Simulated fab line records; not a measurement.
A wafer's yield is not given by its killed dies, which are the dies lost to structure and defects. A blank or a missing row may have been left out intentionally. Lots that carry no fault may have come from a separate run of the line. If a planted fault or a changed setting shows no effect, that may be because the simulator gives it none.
Matching of chambers | flow gf180mcu | 4 sister chambers for GF_STI_ETCH_14 on rie-si-02
The step etches Si in HBr/Cl2/O2, target depth 360 nm, time 102.9 s. 16 wafers are shown with their chamber, then 8 later ones without.

WAFERS PAIRED WITH THEIR CHAMBERS
wafer  | chamber | drypump-motor-current-A (A) | oes-product-au (a.u.) | throttle-valve-pct (%)
L440.1 | 0       | 5.5                         | 1.002                 | 25.651
L440.2 | 3       | 6.1                         | 0.982                 | 25.670
L440.4 | 2       | 6.2                         | 1.005                 | 25.636
L442.1 | 1       | 6.3                         | 1.000                 | 25.659
L442.5 | 3       | 6.1                         | 0.987                 | 25.674
L442.6 | 2       | 6.2                         | 0.992                 | 25.662
L443.2 | 3       | 6.1                         | 0.991                 | 25.657
L443.5 | 0       | 5.5                         | 0.995                 | 25.678
L443.6 | 1       | 6.3                         | 0.999                 | 25.664
L448.3 | 1       | 6.3                         | 1.008                 | 25.651
L448.4 | 2       | 6.1                         | 1.006                 | 25.656
L448.6 | 1       | 6.3                         | 1.007                 | 25.648
L449.1 | 0       | 5.5                         | 1.005                 | 25.650
L449.2 | 3       | 6.1                         | 0.989                 | 25.658
L449.5 | 2       | 6.1                         | 0.996                 | 25.639
L450.2 | 3       | 6.1                         | 0.999                 | 25.658

SIGNATURES (means of the wafers above)
reading                 | chamber 0 | chamber 1 | chamber 2 | chamber 3 | scatter within a chamber
drypump-motor-current-A | 5.500     | 6.300     | 6.150     | 6.100     | 0.0289
oes-product-au          | 1.00067   | 1.00350   | 0.99975   | 0.98960   | 0.00587
throttle-valve-pct      | 25.65967  | 25.65550  | 25.64825  | 25.66340  | 0.0108
Rule: for each reading, subtract the chamber's mean from the wafer's reading, divide by that reading's scatter and square the result; add these up over the readings and take the root, which gives the wafer's distance from the chamber. The wafer belongs to the nearest chamber; if the next one is less than 2 further off, it can't be placed. The scatter: the root of (the sum of the squares of (reading less its chamber's mean) over the shown wafers, divided by (wafers less chambers)).

WAFERS MISSING THEIR CHAMBER
wafer  | drypump-motor-current-A (A) | oes-product-au (a.u.) | throttle-valve-pct (%)
L450.3 | 5.5                         | 1.002                 | 25.649
L450.4 | 6.2                         | 1.008                 | 25.646
L451.2 | 6.3                         | 1.016                 | 25.652
L451.3 | 6.2                         | 0.999                 | 25.661
L451.5 | 6.3                         | 1.021                 | 25.646
L457.3 | 5.5                         | 1.001                 | 25.652
L457.4 | 6.1                         | 0.993                 | 25.660
L457.6 | 5.5                         | 1.010                 | 25.650

WHICH CHAMBER EACH ONE RAN IN
wafer  | from the rows above          | in truth
L450.3 | 0                            | 0
L450.4 | can't be placed: 2 or 1      | 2
L451.2 | 1                            | 1
L451.3 | can't be placed: 2 or 1 or 3 | 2
L451.5 | 1                            | 1
L457.3 | 0                            | 0
L457.4 | can't be placed: 3 or 2      | 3
L457.6 | 0                            | 0
Correct placement for 5 of the 8. Not placeable from these rows: 3 (in 3, the candidates include the true chamber). Placed wrongly: 0.
